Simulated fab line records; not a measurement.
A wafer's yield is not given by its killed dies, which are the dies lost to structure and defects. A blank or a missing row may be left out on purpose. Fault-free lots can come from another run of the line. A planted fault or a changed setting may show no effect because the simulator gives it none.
Code-filled problem report in 8D (eight disciplines) form ; flow sky130 ; the parts of the form that need people (team, actions taken, sign-off) are left out

1. THE PROBLEM
end station pressure torr at SKY_LDD_N_IMPLANT_08 reads a mean of 8.88e-05 Torr on 6 wafers of 2 lots; wafers without a fault read 5.31e-06 Torr with a standard deviation of 2.8e-07. So: +99 or more standard deviations from the usual mean.
Earliest sighting: wafer L222.1 on implanter-01 at day 25 12:44. The record holds 39 wafers of 13 lots with a number at this step. Rule for "out" (also "out of limits"): further than 4 standard deviations from the usual mean. Any other wafer with a number is counted as sound.

2. WHAT IT IS, AND WHAT IT ISN'T
question;is;is not
which readings at this step;end station pressure torr, beam on s, faraday current uA;-
which lots;L222, L224;L201, L202, L204, L205, L210, L211, L213, L214, L215, L218, L221
which wafers of those lots;all that have a number;-
read on which tools;implanter-01;implanter-03, implanter-04
when;from day 25 12:44;up to then (33 sound wafers)

3. WHAT RULES OUT EACH SUSPECT
Counting: a tool at a process step up to the reading stays a suspect if it ran every lot that is out and no sound lot after the first of them.
- implanter-01 at SKY_LDD_N_IMPLANT_08: kept. All lots that are out passed through it, beginning with L222 at day 25 12:44, and no sound lot followed; its final sound lot before that point was L218 at day 23 22:14. Out on those wafers are its own readings of beam on s, end station pressure torr, faraday current uA.
After counting, what remains is implanter-01 at SKY_LDD_N_IMPLANT_08.

4. THE CAUSE (what the simulator had put in)
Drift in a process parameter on implanter-01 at SKY_LDD_N_IMPLANT_08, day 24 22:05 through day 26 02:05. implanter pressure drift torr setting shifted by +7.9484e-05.
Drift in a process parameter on implanter-01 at SKY_LDD_N_IMPLANT_08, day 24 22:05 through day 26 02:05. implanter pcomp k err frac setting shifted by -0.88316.
The count eliminated every tool but this one.

5. THE EFFECT CHAIN, in route order
One row per reading whose mean, taken over the struck wafers that have a number, lies over 3 standard deviations from the usual. Only readings whose record carries a usual standard deviation are examined. hours: median over the lots of the time between each lot's start at the first step of this table that gives one and its start at this step. sigmas: the change, counted in usual standard deviations.
hours;step;reading;usual;on struck wafers;change;sigmas
0;SKY_LDD_N_IMPLANT_08;beam on s;10.03 s;11.72;+1.69;+8.9
0;SKY_LDD_N_IMPLANT_08;end station pressure torr;5.31e-06 Torr;8.88e-05;+8.35e-05;+99 or more
0;SKY_LDD_N_IMPLANT_08;faraday current uA;421;358;-64;-7.9
Its process steps:
- SKY_LDD_N_IMPLANT_08

6. WHAT WOULD HAVE CAUGHT IT SOONER
First out-of-limits reading in this record: day 25 12:44, which is 15 hours after fault onset at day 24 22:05.
